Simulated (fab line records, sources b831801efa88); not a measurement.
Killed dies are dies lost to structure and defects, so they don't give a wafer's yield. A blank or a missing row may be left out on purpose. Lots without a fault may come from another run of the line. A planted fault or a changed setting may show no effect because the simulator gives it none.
Which tool did it? | flow gf180mcu | 24 lots, 72 wafers sampled, at 6 steps of a route of 602

WHAT THE GAUGES READ, wafer by wafer
GF_SALICIDE_RS_MEAS_04: measures by four-point-probe.
lot  | measured     | on            | SALICIDE_TIN_RS (ohm/sq)
L074 | day 15 02:25 | film_metro-01 | 16.1 16.2 16.1
L075 | day 15 08:21 | film_metro-04 | 16.9 16.3 16.5
L076 | day 15 17:09 | film_metro-02 | 16.2 16.5 16.3
L077 | day 16 05:55 | film_metro-04 | 16.3 16.3 16.6
L078 | day 16 16:15 | film_metro-01 | 16.4 16.9 16.2
L079 | day 16 22:47 | film_metro-04 | 16.5 15.9 16.6
L080 | day 17 08:14 | film_metro-01 | 16.1 16.9 16.2
L081 | day 17 22:08 | film_metro-04 | 17.3 16.6 16.7
L082 | day 18 01:57 | film_metro-02 | 16.5 15.9 16.4
L083 | day 18 07:10 | film_metro-02 | 16.2 16.1 16.2
L084 | day 18 16:39 | film_metro-01 | 15.9 16.1 16.0
L085 | day 19 04:30 | film_metro-01 | 16.1 16.7 15.9
L086 | day 19 10:33 | film_metro-04 | 16.4 16.7 16.1
L087 | day 19 18:32 | film_metro-01 | 16.4 16.3 16.8
L088 | day 20 01:51 | film_metro-04 | 16.0 15.7 16.4
L089 | day 20 17:03 | film_metro-04 | 16.7 16.5 16.1
L090 | day 20 21:41 | film_metro-01 | 16.5 16.0 16.4
L091 | day 21 07:38 | film_metro-02 | 16.2 16.0 15.8
L092 | day 21 17:09 | film_metro-02 | 16.1 16.6 16.4
L093 | day 21 20:53 | film_metro-02 | 16.0 15.8 16.0
L094 | day 22 08:35 | film_metro-01 | 16.6 16.3 16.6
L095 | day 22 17:57 | film_metro-01 | 16.8 16.5 16.5
L096 | day 23 00:13 | film_metro-02 | 16.4 16.2 16.5
L097 | day 23 10:14 | film_metro-01 | 16.1 16.3 16.2

GF_V2_RS_MEAS_24: measures by four-point-probe.
lot  | measured     | on            | V2_W_RS (ohm/sq)
L074 | day 20 05:55 | film_metro-03 | 0.332 0.335 0.335
L075 | day 20 12:30 | film_metro-03 | 0.336 0.330 0.329
L076 | day 21 01:13 | film_metro-02 | 0.336 0.327 0.333
L077 | day 21 12:27 | film_metro-02 | 0.330 0.331 0.326
L078 | day 22 01:02 | film_metro-03 | 0.335 0.327 0.341
L079 | day 22 05:15 | film_metro-04 | 0.331 0.330 0.332
L080 | day 22 16:13 | film_metro-04 | 0.326 0.330 0.336
L081 | day 23 05:16 | film_metro-03 | 0.327 0.328 0.331
L082 | day 23 08:27 | film_metro-04 | 0.331 0.331 0.333
L083 | day 23 13:29 | film_metro-04 | 0.333 0.329 0.333
L084 | day 23 22:01 | film_metro-03 | 0.332 0.330 0.330
L085 | day 24 10:46 | film_metro-04 | 0.328 0.325 0.333
L086 | day 24 16:29 | film_metro-04 | 0.329 0.327 0.331
L087 | day 25 00:46 | film_metro-02 | 0.325 0.327 0.333
L088 | day 25 07:35 | film_metro-04 | 0.335 0.337 0.334
L089 | day 25 19:52 | film_metro-04 | 0.326 0.332 0.329
L090 | day 26 00:28 | film_metro-04 | 0.329 0.328 0.329
L091 | day 26 08:26 | film_metro-04 | 0.329 0.330 0.329
L092 | day 26 15:55 | film_metro-02 | 0.326 0.332 0.334
L093 | day 26 20:17 | film_metro-03 | 0.334 0.326 0.330
L094 | day 27 06:46 | film_metro-02 | 0.328 0.327 0.325
L095 | day 27 14:49 | film_metro-04 | 0.329 0.331 0.325
L096 | day 27 21:18 | film_metro-04 | 0.331 0.338 0.334
L097 | day 28 06:01 | film_metro-02 | 0.329 0.329 0.328

WHICH TOOL RAN EACH LOT (tool, then ch and the chambers of the sampled wafers, then the start)
lot  | GF_SAB_ETCH_11                     | GF_V1_SPUTTER_22             | GF_M2_SPUTTER_01             | GF_V2_CVD_02
L074 | rie_diel-03 ch 0,3, day 15 02:01   | pvd_sputter-04, day 18 02:23 | pvd_sputter-04, day 18 03:07 | pecvd-02 ch 0,1,2, day 19 03:59
L075 | rie_diel-03 ch 0,2,3, day 15 07:58 | pvd_sputter-04, day 18 08:34 | pvd_sputter-02, day 18 09:25 | pecvd-02 ch 0,1,2, day 19 10:39
L076 | rie_diel-04 ch 0,1,2, day 15 16:42 | pvd_sputter-01, day 18 21:11 | pvd_sputter-04, day 18 21:55 | pecvd-03 ch 1,2, day 19 23:41
L077 | rie_diel-03 ch 0,3, day 16 05:28   | pvd_sputter-01, day 19 08:52 | pvd_sputter-04, day 19 09:35 | pecvd-03 ch 0,1,2, day 20 10:58
L078 | rie_diel-03 ch 2,3, day 16 15:48   | pvd_sputter-01, day 19 22:37 | pvd_sputter-02, day 19 23:21 | pecvd-03 ch 1,2, day 21 00:17
L079 | rie_diel-03 ch 1,2,3, day 16 22:18 | pvd_sputter-04, day 20 02:49 | pvd_sputter-02, day 20 03:32 | pecvd-01 ch 1,2, day 21 04:01
L080 | rie_diel-01 ch 1,3, day 17 07:42   | pvd_sputter-01, day 20 13:28 | pvd_sputter-04, day 20 14:13 | pecvd-01 ch 0,1, day 21 15:19
L081 | rie_diel-04 ch 0,1,3, day 17 21:43 | pvd_sputter-04, day 21 03:25 | pvd_sputter-02, day 21 04:10 | pecvd-03 ch 0,1, day 22 04:25
L082 | rie_diel-01 ch 2,3, day 18 01:31   | pvd_sputter-03, day 21 06:02 | pvd_sputter-02, day 21 06:47 | pecvd-03 ch 0,2, day 22 07:14
L083 | rie_diel-04 ch 0,1,2, day 18 06:45 | pvd_sputter-03, day 21 11:47 | pvd_sputter-04, day 21 12:31 | pecvd-03 ch 0,1, day 22 12:33
L084 | rie_diel-03 ch 2,3, day 18 16:13   | pvd_sputter-03, day 21 20:52 | pvd_sputter-02, day 21 21:36 | pecvd-01 ch 0,2, day 22 21:18
L085 | rie_diel-03 ch 1,2,3, day 19 04:03 | pvd_sputter-03, day 22 09:34 | pvd_sputter-03, day 22 10:17 | pecvd-03 ch 0,1,2, day 23 10:24
L086 | rie_diel-04 ch 0,2,3, day 19 10:10 | pvd_sputter-03, day 22 15:52 | pvd_sputter-04, day 22 16:36 | pecvd-02 ch 0,1,2, day 23 16:50
L087 | rie_diel-04 ch 1,2,3, day 19 18:07 | pvd_sputter-01, day 22 23:46 | pvd_sputter-02, day 23 00:30 | pecvd-03 ch 0,1, day 24 00:44
L088 | rie_diel-03 ch 0,2,3, day 20 01:28 | pvd_sputter-01, day 23 06:22 | pvd_sputter-03, day 23 07:06 | pecvd-02 ch 0,2, day 24 07:17
L089 | rie_diel-03 ch 0,1,2, day 20 16:40 | pvd_sputter-04, day 23 20:50 | pvd_sputter-02, day 23 21:34 | pecvd-01 ch 0,1,2, day 24 20:52
L090 | rie_diel-04 ch 0,1, day 20 21:14   | pvd_sputter-01, day 24 01:13 | pvd_sputter-02, day 24 01:57 | pecvd-01 ch 0,1,2, day 25 01:14
L091 | rie_diel-03 ch 0,1, day 21 07:11   | pvd_sputter-01, day 24 10:07 | pvd_sputter-04, day 24 10:53 | pecvd-01 ch 1,2, day 25 09:18
L092 | rie_diel-03 ch 0,1,3, day 21 16:45 | pvd_sputter-03, day 24 17:56 | pvd_sputter-04, day 24 18:40 | pecvd-02 ch 0,2, day 25 17:27
L093 | rie_diel-01 ch 0,3, day 21 20:28   | pvd_sputter-01, day 24 21:56 | pvd_sputter-03, day 24 22:43 | pecvd-02 ch 0,1,2, day 25 21:45
L094 | rie_diel-01 ch 0,1,3, day 22 08:08 | pvd_sputter-01, day 25 09:28 | pvd_sputter-02, day 25 10:12 | pecvd-03 ch 0,1,2, day 26 08:38
L095 | rie_diel-01 ch 0,3, day 22 17:29   | pvd_sputter-03, day 25 18:47 | pvd_sputter-04, day 25 19:31 | pecvd-02 ch 0,1,2, day 26 17:32
L096 | rie_diel-01 ch 0,1,3, day 22 23:49 | pvd_sputter-01, day 26 01:09 | pvd_sputter-02, day 26 01:53 | pecvd-03 ch 0,1,2, day 26 23:21
L097 | rie_diel-01 ch 0,1,3, day 23 09:51 | pvd_sputter-04, day 26 09:55 | pvd_sputter-03, day 26 10:39 | pecvd-03 ch 1, day 27 08:33
- GF_SAB_ETCH_11: etches SiO2 in C4F8/O2/Ar, target depth 55 nm, time 8.5 s.
- GF_V1_SPUTTER_22: material TiN, target thk 10 nm, time 40 s.
- GF_M2_SPUTTER_01: material TiN, target thk 30 nm, time 25 s.
- GF_V2_CVD_02: deposits SiO2 from TEOS, target thk 850 nm, time 94.851 s.

WHAT THE TOOLS THEMSELVES READ (means of the sampled wafers that have a number; where no wafer has one, the mark that the record gives instead)
GF_SAB_ETCH_11.
lot  | tool        | bias_w (W) | oes_product_au (a.u.)
L074 | rie_diel-03 | 1202       | 1.000
L075 | rie_diel-03 | 1198       | 1.001
L076 | rie_diel-04 | 1199       | 0.987
L077 | rie_diel-03 | 1197       | 0.991
L078 | rie_diel-03 | 1200       | 1.006
L079 | rie_diel-03 | 1201       | 1.002
L080 | rie_diel-01 | 1204       | 1.002
L081 | rie_diel-04 | 1199       | 1.005
L082 | rie_diel-01 | 1198       | 1.020
L083 | rie_diel-04 | 1198       | 1.001
L084 | rie_diel-03 | 1203       | 1.007
L085 | rie_diel-03 | 1199       | 1.006
L086 | rie_diel-04 | 1199       | 0.996
L087 | rie_diel-04 | 1202       | 0.994
L088 | rie_diel-03 | 1201       | 0.997
L089 | rie_diel-03 | 1201       | 0.999
L090 | rie_diel-04 | 1202       | 0.985
L091 | rie_diel-03 | 1198       | 0.988
L092 | rie_diel-03 | 1199       | 0.999
L093 | rie_diel-01 | 1204       | 1.003
L094 | rie_diel-01 | 1202       | 1.011
L095 | rie_diel-01 | 1200       | 1.003
L096 | rie_diel-01 | 1201       | 1.005
L097 | rie_diel-01 | 1203       | 1.004

GF_V1_SPUTTER_22.
lot  | tool           | throttle_valve_pct (%)
L074 | pvd_sputter-04 | 30.5
L075 | pvd_sputter-04 | 30.7
L076 | pvd_sputter-01 | 29.4
L077 | pvd_sputter-01 | 30.1
L078 | pvd_sputter-01 | 29.3
L079 | pvd_sputter-04 | 30.6
L080 | pvd_sputter-01 | 29.4
L081 | pvd_sputter-04 | 30.7
L082 | pvd_sputter-03 | 30.4
L083 | pvd_sputter-03 | 30.2
L084 | pvd_sputter-03 | 30.2
L085 | pvd_sputter-03 | 30.2
L086 | pvd_sputter-03 | 30.4
L087 | pvd_sputter-01 | 29.5
L088 | pvd_sputter-01 | 30.6
L089 | pvd_sputter-04 | 30.3
L090 | pvd_sputter-01 | 30.8
L091 | pvd_sputter-01 | 30.1
L092 | pvd_sputter-03 | 30.0
L093 | pvd_sputter-01 | 29.0
L094 | pvd_sputter-01 | 30.9
L095 | pvd_sputter-03 | 30.3
L096 | pvd_sputter-01 | 29.3
L097 | pvd_sputter-04 | 30.5

GF_M2_SPUTTER_01.
lot  | tool           | throttle_valve_pct (%)
L074 | pvd_sputter-04 | 30.1
L075 | pvd_sputter-02 | 30.5
L076 | pvd_sputter-04 | 30.2
L077 | pvd_sputter-04 | 30.9
L078 | pvd_sputter-02 | 31.1
L079 | pvd_sputter-02 | 30.5
L080 | pvd_sputter-04 | 30.8
L081 | pvd_sputter-02 | 30.0
L082 | pvd_sputter-02 | 30.5
L083 | pvd_sputter-04 | 30.1
L084 | pvd_sputter-02 | 29.8
L085 | pvd_sputter-03 | 29.8
L086 | pvd_sputter-04 | 31.1
L087 | pvd_sputter-02 | 30.2
L088 | pvd_sputter-03 | 30.2
L089 | pvd_sputter-02 | 31.0
L090 | pvd_sputter-02 | 31.1
L091 | pvd_sputter-04 | 30.7
L092 | pvd_sputter-04 | 30.5
L093 | pvd_sputter-03 | 29.6
L094 | pvd_sputter-02 | 30.4
L095 | pvd_sputter-04 | 30.8
L096 | pvd_sputter-02 | 30.9
L097 | pvd_sputter-03 | 31.0

GF_V2_CVD_02.
lot  | tool     | heater_power_w (W) | susceptor_temp_C (C)
L074 | pecvd-02 | 672                | 400.00
L075 | pecvd-02 | 670                | 399.94
L076 | pecvd-03 | 647                | 400.01
L077 | pecvd-03 | 606                | 399.76
L078 | pecvd-03 | 606                | 399.95
L079 | pecvd-01 | 589                | 399.97
L080 | pecvd-01 | 536                | 399.95
L081 | pecvd-03 | 655                | 400.05
L082 | pecvd-03 | 729                | 400.09
L083 | pecvd-03 | 763                | 400.06
L084 | pecvd-01 | 561                | 399.86
L085 | pecvd-03 | 715                | 399.98
L086 | pecvd-02 | 676                | 400.04
L087 | pecvd-03 | 679                | 400.08
L088 | pecvd-02 | 597                | 400.12
L089 | pecvd-01 | 543                | 400.02
L090 | pecvd-01 | 574                | 399.93
L091 | pecvd-01 | 618                | 399.95
L092 | pecvd-02 | 628                | 399.93
L093 | pecvd-02 | 642                | 400.20
L094 | pecvd-03 | 712                | 400.06
L095 | pecvd-02 | 664                | 400.03
L096 | pecvd-03 | 698                | 399.89
L097 | pecvd-03 | 596                | 399.99

THE ANSWER, worked out from the rows above alone
Rule: what is usual is taken from the lots themselves. Put in order of their means at a reading, lots are off if they are a third of the lots or fewer, leave a main group of 4 or more, and stand apart from it by a gap of 3 or more times the standard deviation of the main group's means; of several such gaps the widest counts. A main group whose means are all the same, to the digits that the tables above print for the reading, isn't used. A lot without any number at a reading at which 4 lots or more have one is off too. The other lots that the step has rows for count as sound. The gauges are gone through in route order, then the tools' own readings, and for those a lot's mean is taken as printed above. The first step at which some lot is off is used, and at that step the reading that is off furthest; a lot without a number counts as furthest.
No lot is off at any reading shown: from this, nothing can be told.

WHAT THE SIMULATOR HAD PUT IN
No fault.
